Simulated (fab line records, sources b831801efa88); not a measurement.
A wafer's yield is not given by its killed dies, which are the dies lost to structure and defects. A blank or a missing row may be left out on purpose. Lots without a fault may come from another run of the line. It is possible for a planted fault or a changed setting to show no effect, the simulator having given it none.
fab line records / flow sky130 / part 2 of 2: steps 27 to 36 of 36
[record] lots = 5 wafers = 15 lastDay = 49
route steps=708 shown VIA2@525 METAL3@532 CAPM@537
lots untouched by any fault: they come from a run of this same line in which no faults occurred
startH: hours from the record's opening day to when the first of the lot's shown wafers began / waitH: hours elapsed since this lot's preceding step / " the same as in the row above / L1.1+2: a single row standing in for several wafers / - either no value or no given start / * or withheld: withheld / < > ~ a bound
route shown NAME@n: names a module that has steps shown in the file, with the first one's number in the route / usual: mean and standard deviation over wafers with no fault / same: alike in all rows / chamber/n: place in a boat / sites: the reading at each site / _std_site: standard deviation of those values / _edge_site: the outer-site mean with the inner-site mean subtracted / radiusMm: for every site, how far away it sits from the centre of the wafer / mask NAME#n: copy n / behind: tool/chamber where the wafer was last shaped / hold: why the lot was held/for how many hours/how that ended / device: the transistor (n, p or np) that didn't switch / end of line: tests of these same wafers at the route's end / a step without rows: its recipe alone / killed: count of dies lost to structure and defects at first sort (not the wafer's yield) / map: the dies of a wafer, with x for killed, . for not killed, _ for no die there
set.NAME: the setting that was run; set.NAME@STEP: the one run at that earlier step / model.NAME: the simulator's own value behind a step, which no gauge read
certain route steps with their lots: each step a table, each wafer a row
services: a tool's chamber out of use, with start hour (startH, from the record's first day; less than 0 if before it), hours out, and reason
[[steps]]
[step SKY_CAPM_STRIP_14]
[recipe] chemistry = O2/N2 powerW = 1400 pressureMtorr = 1500 platenTempC = withheld o2FlowSccm = 3000 n2FlowSccm = 300 overashFraction = 0.5
[usual] drypumpMotorCurrentA = 5.2/0.41 oesProductAu = 0.710/0.0041 stripTimeToEndpointS = 12.66/0.044
lot.wafer=L079.2 tool=plasmaAsher-04 chamber=1 startH=909.00 waitH=0.1 drypumpMotorCurrentA=5.3 oesProductAu=0.714 rfHoursCounterH=49 stripTimeToEndpointS=12.71
lot.wafer=L079.4 tool=plasmaAsher-04 chamber=1 startH=909.00 waitH=0.1 drypumpMotorCurrentA=5.3 oesProductAu=0.710 rfHoursCounterH=- stripTimeToEndpointS=12.68
lot.wafer=L079.6 tool=plasmaAsher-04 chamber=0 startH=909.00 waitH=0.1 drypumpMotorCurrentA=5.4 oesProductAu=0.714 rfHoursCounterH=- stripTimeToEndpointS=12.64
lot.wafer=L082.3 tool=plasmaAsher-04 chamber=0 startH=934.16 waitH=0.1 drypumpMotorCurrentA=5.4 oesProductAu=0.704 rfHoursCounterH=- stripTimeToEndpointS=12.68
lot.wafer=L082.5 tool=plasmaAsher-04 chamber=1 startH=934.16 waitH=0.1 drypumpMotorCurrentA=5.3 oesProductAu=0.702 rfHoursCounterH=- stripTimeToEndpointS=12.71
lot.wafer=L082.6 tool=plasmaAsher-04 chamber=0 startH=934.16 waitH=0.1 drypumpMotorCurrentA=5.4 oesProductAu=0.711 rfHoursCounterH=- stripTimeToEndpointS=12.70
lot.wafer=L086.1 tool=plasmaAsher-01 chamber=0 startH=968.55 waitH=0.1 drypumpMotorCurrentA=5.9 oesProductAu=0.711 rfHoursCounterH=23 stripTimeToEndpointS=12.72
lot.wafer=L086.4 tool=plasmaAsher-01 chamber=1 startH=968.55 waitH=0.1 drypumpMotorCurrentA=5.6 oesProductAu=0.711 rfHoursCounterH=- stripTimeToEndpointS=12.72
lot.wafer=L086.5 tool=plasmaAsher-01 chamber=0 startH=968.55 waitH=0.1 drypumpMotorCurrentA=5.9 oesProductAu=0.707 rfHoursCounterH=- stripTimeToEndpointS=12.74
lot.wafer=L088.1 tool=plasmaAsher-02 chamber=1 startH=972.95 waitH=0.1 drypumpMotorCurrentA=4.8 oesProductAu=0.708 rfHoursCounterH=110 stripTimeToEndpointS=12.66
lot.wafer=L088.2 tool=plasmaAsher-02 chamber=0 startH=972.95 waitH=0.1 drypumpMotorCurrentA=4.8 oesProductAu=0.704 rfHoursCounterH=110 stripTimeToEndpointS=12.62
lot.wafer=L088.3 tool=plasmaAsher-02 chamber=1 startH=972.95 waitH=0.1 drypumpMotorCurrentA=4.8 oesProductAu=0.712 rfHoursCounterH=- stripTimeToEndpointS=12.65
lot.wafer=L093.1 tool=plasmaAsher-04 chamber=1 startH=1011.65 waitH=0.1 drypumpMotorCurrentA=5.3 oesProductAu=0.709 rfHoursCounterH=58 stripTimeToEndpointS=12.64
lot.wafer=L093.3 tool=plasmaAsher-04 chamber=0 startH=1011.65 waitH=0.1 drypumpMotorCurrentA=5.5 oesProductAu=0.709 rfHoursCounterH=- stripTimeToEndpointS=12.66
lot.wafer=L093.5 tool=plasmaAsher-04 chamber=0 startH=1011.65 waitH=0.1 drypumpMotorCurrentA=5.5 oesProductAu=0.711 rfHoursCounterH=- stripTimeToEndpointS=12.68
[step SKY_CAPM_STRIP_15]
[recipe] chemistry = postEtchResidueRemover timeS = 1200 tempC = 72.5
[usual] bathGuardTempC = 72.7/0.48
lot.wafer=L079.2 tool=wetBench-04 chamber=0 startH=909.20 waitH=0.2 bathGuardTempC=72.7
lot.wafer=L079.4 tool=wetBench-04 chamber=0 startH=909.20 waitH=0.2 bathGuardTempC=72.5
lot.wafer=L079.6 tool=wetBench-04 chamber=0 startH=909.20 waitH=0.2 bathGuardTempC=72.6
lot.wafer=L082.3 tool=wetBench-03 chamber=1 startH=934.23 waitH=0.0 bathGuardTempC=72.1
lot.wafer=L082.5 tool=wetBench-03 chamber=1 startH=934.23 waitH=0.0 bathGuardTempC=72.0
lot.wafer=L082.6 tool=wetBench-03 chamber=1 startH=934.23 waitH=0.0 bathGuardTempC=71.8
lot.wafer=L086.1 tool=wetBench-01 chamber=1 startH=968.65 waitH=0.1 bathGuardTempC=72.8
lot.wafer=L086.4 tool=wetBench-01 chamber=1 startH=968.65 waitH=0.1 bathGuardTempC=73.0
lot.wafer=L086.5 tool=wetBench-01 chamber=1 startH=968.65 waitH=0.1 bathGuardTempC=72.8
lot.wafer=L088.1 tool=wetBench-03 chamber=2 startH=973.05 waitH=0.1 bathGuardTempC=71.9
lot.wafer=L088.2 tool=wetBench-03 chamber=2 startH=973.05 waitH=0.1 bathGuardTempC=71.4
lot.wafer=L088.3 tool=wetBench-03 chamber=2 startH=973.05 waitH=0.1 bathGuardTempC=71.4
lot.wafer=L093.1 tool=wetBench-03 chamber=3 startH=1011.75 waitH=0.1 bathGuardTempC=72.9
lot.wafer=L093.3 tool=wetBench-03 chamber=3 startH=1011.75 waitH=0.1 bathGuardTempC=72.9
lot.wafer=L093.5 tool=wetBench-03 chamber=3 startH=1011.75 waitH=0.1 bathGuardTempC=72.9
[step SKY_CAPM_CLEAN_16]
[recipe] chemistry = IPA timeS = 180 tempC = 25
lot.wafer=L079.2+4+6 tool=wetBench-03 chamber=1 startH=909.57 waitH=0.0
lot.wafer=L082.3+5+6 tool=wetBench-04 chamber=0 startH=934.57 waitH=0.0
lot.wafer=L086.1+4+5 tool=wetBench-03 chamber=1 startH=968.99 waitH=0.0
lot.wafer=L088.1+2+3 tool=wetBench-04 chamber=1 startH=973.39 waitH=0.0
lot.wafer=L093.1+3+5 tool=wetBench-04 chamber=1 startH=1012.09 waitH=0.0
[step SKY_CAPM_CLEAN_17]
[recipe] chemistry = O3/DIW dry = n2Spin
lot.wafer=L079.2+4+6 tool=wetBench-04 chamber=0 startH=909.63 waitH=0.0
lot.wafer=L082.3+5+6 tool=wetBench-01 chamber=3 startH=934.63 waitH=0.0
lot.wafer=L086.1+4+5 tool=wetBench-01 chamber=0 startH=969.06 waitH=0.0
lot.wafer=L088.1+2+3 tool=wetBench-01 chamber=2 startH=973.45 waitH=0.0
lot.wafer=L093.1+3+5 tool=wetBench-03 chamber=3 startH=1012.15 waitH=0.0
[step SKY_METAL3_DEHYDRATE_05]
[recipe] tempC = 200 timeS = 60
[usual] heaterPowerTotalW = 160.37/0.13 plateTempC = 199.99/0.14
lot.wafer=L079.2 tool=lithoTrack-01 chamber=0 startH=920.96 waitH=11.2 heaterPowerTotalW=160.43 plateTempC=199.90
lot.wafer=L079.4 tool=lithoTrack-01 chamber=0 startH=920.96 waitH=11.2 heaterPowerTotalW=160.28 plateTempC=200.07
lot.wafer=L079.6 tool=lithoTrack-01 chamber=0 startH=920.96 waitH=11.2 heaterPowerTotalW=160.49 plateTempC=199.98
lot.wafer=L082.3 tool=lithoTrack-01 chamber=0 startH=946.29 waitH=11.6 heaterPowerTotalW=160.32 plateTempC=200.23
lot.wafer=L082.5 tool=lithoTrack-01 chamber=0 startH=946.29 waitH=11.6 heaterPowerTotalW=160.30 plateTempC=200.15
lot.wafer=L082.6 tool=lithoTrack-01 chamber=0 startH=946.29 waitH=11.6 heaterPowerTotalW=160.46 plateTempC=199.98
lot.wafer=L086.1 tool=lithoTrack-03 chamber=0 startH=980.41 waitH=11.3 heaterPowerTotalW=160.43 plateTempC=200.01
lot.wafer=L086.4 tool=lithoTrack-03 chamber=0 startH=980.41 waitH=11.3 heaterPowerTotalW=160.37 plateTempC=200.07
lot.wafer=L086.5 tool=lithoTrack-03 chamber=0 startH=980.41 waitH=11.3 heaterPowerTotalW=160.13 plateTempC=200.08
lot.wafer=L088.1 tool=lithoTrack-01 chamber=0 startH=984.69 waitH=11.1 heaterPowerTotalW=160.41 plateTempC=199.94
lot.wafer=L088.2 tool=lithoTrack-01 chamber=0 startH=984.69 waitH=11.1 heaterPowerTotalW=160.27 plateTempC=200.17
lot.wafer=L088.3 tool=lithoTrack-01 chamber=0 startH=984.69 waitH=11.1 heaterPowerTotalW=160.47 plateTempC=200.18
lot.wafer=L093.1 tool=lithoTrack-01 chamber=0 startH=1022.49 waitH=10.2 heaterPowerTotalW=160.38 plateTempC=199.93
lot.wafer=L093.3 tool=lithoTrack-01 chamber=0 startH=1022.49 waitH=10.2 heaterPowerTotalW=160.29 plateTempC=199.87
lot.wafer=L093.5 tool=lithoTrack-01 chamber=0 startH=1022.49 waitH=10.2 heaterPowerTotalW=160.27 plateTempC=200.04
[step SKY_METAL3_HMDS_06]
[recipe] primeTimeS = 60 primeTempC = 120
lot.wafer=L079.2+4+6 tool=lithoTrack-01 chamber=0 startH=921.11 waitH=0.1
lot.wafer=L082.3+5+6 tool=lithoTrack-01 chamber=0 startH=946.44 waitH=0.1
lot.wafer=L086.1+4+5 tool=lithoTrack-03 chamber=0 startH=980.56 waitH=0.1
lot.wafer=L088.1+2+3 tool=lithoTrack-01 chamber=0 startH=984.84 waitH=0.1
lot.wafer=L093.1+3+5 tool=lithoTrack-01 chamber=0 startH=1022.64 waitH=0.1
[step SKY_METAL3_COAT_07]
[recipe] resist = BARC tempC = withheld timeS = withheld spinRpm = 3000 resistThkNm = 60
[usual] dispensePressureKPa = 46.7/2.4
lot.wafer=L079.2 tool=lithoTrack-01 chamber=0 startH=921.26 waitH=0.1 dispensePressureKPa=47.3
lot.wafer=L079.4 tool=lithoTrack-01 chamber=0 startH=921.26 waitH=0.1 dispensePressureKPa=47.3
lot.wafer=L079.6 tool=lithoTrack-01 chamber=0 startH=921.26 waitH=0.1 dispensePressureKPa=47.3
lot.wafer=L082.3 tool=lithoTrack-01 chamber=0 startH=946.59 waitH=0.1 dispensePressureKPa=47.3
lot.wafer=L082.5 tool=lithoTrack-01 chamber=0 startH=946.59 waitH=0.1 dispensePressureKPa=47.3
lot.wafer=L082.6 tool=lithoTrack-01 chamber=0 startH=946.59 waitH=0.1 dispensePressureKPa=47.3
lot.wafer=L086.1 tool=lithoTrack-03 chamber=0 startH=980.71 waitH=0.1 dispensePressureKPa=49.4
lot.wafer=L086.4 tool=lithoTrack-03 chamber=0 startH=980.71 waitH=0.1 dispensePressureKPa=49.4
lot.wafer=L086.5 tool=lithoTrack-03 chamber=0 startH=980.71 waitH=0.1 dispensePressureKPa=49.4
lot.wafer=L088.1 tool=lithoTrack-01 chamber=0 startH=984.99 waitH=0.1 dispensePressureKPa=47.2
lot.wafer=L088.2 tool=lithoTrack-01 chamber=0 startH=984.99 waitH=0.1 dispensePressureKPa=47.2
lot.wafer=L088.3 tool=lithoTrack-01 chamber=0 startH=984.99 waitH=0.1 dispensePressureKPa=47.1
lot.wafer=L093.1 tool=lithoTrack-01 chamber=0 startH=1022.79 waitH=0.1 dispensePressureKPa=47.2
lot.wafer=L093.3 tool=lithoTrack-01 chamber=0 startH=1022.79 waitH=0.1 dispensePressureKPa=47.2
lot.wafer=L093.5 tool=lithoTrack-01 chamber=0 startH=1022.79 waitH=0.1 dispensePressureKPa=47.2
[step SKY_METAL3_COAT_08]
[recipe] resist = KrF-thick spinRpm = 3000 resistThkNm = 1140
[usual] dispensePressureKPa = 46.7/2.4
lot.wafer=L079.2 tool=lithoTrack-01 chamber=0 startH=- waitH=- dispensePressureKPa=47.4
lot.wafer=L079.4 tool=lithoTrack-01 chamber=0 startH=- waitH=- dispensePressureKPa=47.4
lot.wafer=L079.6 tool=lithoTrack-01 chamber=0 startH=- waitH=- dispensePressureKPa=47.4
lot.wafer=L082.3 tool=lithoTrack-01 chamber=0 startH=- waitH=- dispensePressureKPa=47.4
lot.wafer=L082.5 tool=lithoTrack-01 chamber=0 startH=- waitH=- dispensePressureKPa=47.4
lot.wafer=L082.6 tool=lithoTrack-01 chamber=0 startH=- waitH=- dispensePressureKPa=47.4
lot.wafer=L086.1 tool=lithoTrack-03 chamber=0 startH=- waitH=- dispensePressureKPa=49.5
lot.wafer=L086.4 tool=lithoTrack-03 chamber=0 startH=- waitH=- dispensePressureKPa=49.5
lot.wafer=L086.5 tool=lithoTrack-03 chamber=0 startH=- waitH=- dispensePressureKPa=49.4
lot.wafer=L088.1 tool=lithoTrack-01 chamber=0 startH=- waitH=- dispensePressureKPa=47.3
lot.wafer=L088.2 tool=lithoTrack-01 chamber=0 startH=- waitH=- dispensePressureKPa=47.3
lot.wafer=L088.3 tool=lithoTrack-01 chamber=0 startH=- waitH=- dispensePressureKPa=47.3
lot.wafer=L093.1 tool=lithoTrack-01 chamber=0 startH=- waitH=- dispensePressureKPa=47.3
lot.wafer=L093.3 tool=lithoTrack-01 chamber=0 startH=- waitH=- dispensePressureKPa=47.3
lot.wafer=L093.5 tool=lithoTrack-01 chamber=0 startH=- waitH=- dispensePressureKPa=47.3
[step SKY_METAL3_SOFTBAKE_09]
[recipe] tempC = 100 timeS = 90 resist = KrF-thick
[usual] heaterPowerTotalW = 57.35/0.12 plateTempC = 99.99/0.14
lot.wafer=L079.2 tool=lithoTrack-01 chamber=0 startH=- waitH=- heaterPowerTotalW=57.16 plateTempC=99.96
lot.wafer=L079.4 tool=lithoTrack-01 chamber=0 startH=- waitH=- heaterPowerTotalW=57.23 plateTempC=99.97
lot.wafer=L079.6 tool=lithoTrack-01 chamber=0 startH=- waitH=- heaterPowerTotalW=57.46 plateTempC=99.96
lot.wafer=L082.3 tool=lithoTrack-01 chamber=0 startH=- waitH=- heaterPowerTotalW=57.24 plateTempC=99.69
lot.wafer=L082.5 tool=lithoTrack-01 chamber=0 startH=- waitH=- heaterPowerTotalW=57.40 plateTempC=99.87
lot.wafer=L082.6 tool=lithoTrack-01 chamber=0 startH=- waitH=- heaterPowerTotalW=57.33 plateTempC=99.89
lot.wafer=L086.1 tool=lithoTrack-03 chamber=0 startH=- waitH=- heaterPowerTotalW=57.36 plateTempC=99.79
lot.wafer=L086.4 tool=lithoTrack-03 chamber=0 startH=- waitH=- heaterPowerTotalW=57.46 plateTempC=99.85
lot.wafer=L086.5 tool=lithoTrack-03 chamber=0 startH=- waitH=- heaterPowerTotalW=57.38 plateTempC=99.90
lot.wafer=L088.1 tool=lithoTrack-01 chamber=0 startH=- waitH=- heaterPowerTotalW=57.49 plateTempC=99.67
lot.wafer=L088.2 tool=lithoTrack-01 chamber=0 startH=- waitH=- heaterPowerTotalW=57.21 plateTempC=99.72
lot.wafer=L088.3 tool=lithoTrack-01 chamber=0 startH=- waitH=- heaterPowerTotalW=57.34 plateTempC=99.82
lot.wafer=L093.1 tool=lithoTrack-01 chamber=0 startH=- waitH=- heaterPowerTotalW=57.20 plateTempC=100.14
lot.wafer=L093.3 tool=lithoTrack-01 chamber=0 startH=- waitH=- heaterPowerTotalW=57.35 plateTempC=100.06
lot.wafer=L093.5 tool=lithoTrack-01 chamber=0 startH=- waitH=- heaterPowerTotalW=57.36 plateTempC=100.12
[step SKY_METAL3_EXPOSE_10]
[recipe] maskId = MM3 na = 0.68 sourceShape = annular sigmaInner = 0.4 sigmaOuter = 0.8 targetCdNm = 300 doseMj = 28
[same] sigmaInner = 0.4
lot.wafer=L079.2+4+6 tool=krfScanner-01 chamber=0 startH=- waitH=- mask=MM3#0
lot.wafer=L082.3+5+6 tool=krfScanner-02 chamber=0 startH=- waitH=- mask=MM3#0
lot.wafer=L086.1+4+5 tool=krfScanner-02 chamber=0 startH=- waitH=- mask=MM3#0
lot.wafer=L088.1+2+3 tool=krfScanner-01 chamber=0 startH=- waitH=- mask=MM3#0
lot.wafer=L093.1+3+5 tool=krfScanner-02 chamber=0 startH=- waitH=- mask=MM3#0
[[services]]
tool=pvdSputter-02 chamber=- startH=872.79 hours=3.7 kind=repair
tool=krfScanner-01 chamber=- startH=875.47 hours=1.3 kind=pm
tool=cvdW-02 chamber=- startH=879.38 hours=1.3 kind=repair
tool=pecvd-02 chamber=2 startH=886.03 hours=9.3 kind=repair
tool=plasmaAsher-04 chamber=- startH=889.64 hours=0.5 kind=repair
tool=krfScanner-01 chamber=- startH=892.64 hours=4.4 kind=pm
tool=cmp-01 chamber=- startH=907.23 hours=0.8 kind=repair
tool=cmp-01 chamber=- startH=912.00 hours=4.0 kind=pm
tool=krfScanner-02 chamber=- startH=921.76 hours=0.2 kind=repair
tool=cvdW-02 chamber=- startH=934.27 hours=6.9 kind=pm
tool=pvdSputter-03 chamber=- startH=939.05 hours=2.1 kind=repair
tool=pecvd-02 chamber=- startH=942.55 hours=3.3 kind=repair
tool=krfScanner-01 chamber=- startH=942.85 hours=0.2 kind=repair
tool=krfScanner-01 chamber=- startH=944.05 hours=2.0 kind=repair
tool=krfScanner-02 chamber=- startH=947.23 hours=1.0 kind=pm
tool=krfScanner-02 chamber=- startH=956.06 hours=3.6 kind=pm
tool=krfScanner-02 chamber=- startH=967.31 hours=0.8 kind=pm
tool=krfScanner-01 chamber=- startH=969.21 hours=0.8 kind=pm
tool=cvdW-02 chamber=0 startH=980.27 hours=5.6 kind=repair
tool=cmp-01 chamber=- startH=989.73 hours=1.1 kind=repair
tool=pvdSputter-01 chamber=- startH=998.78 hours=2.7 kind=repair
tool=wetBench-01 chamber=- startH=1004.92 hours=1.7 kind=repair
tool=wetBench-04 chamber=- startH=1018.64 hours=2.3 kind=repair
tool=krfScanner-02 chamber=- startH=1019.65 hours=1.3 kind=pm
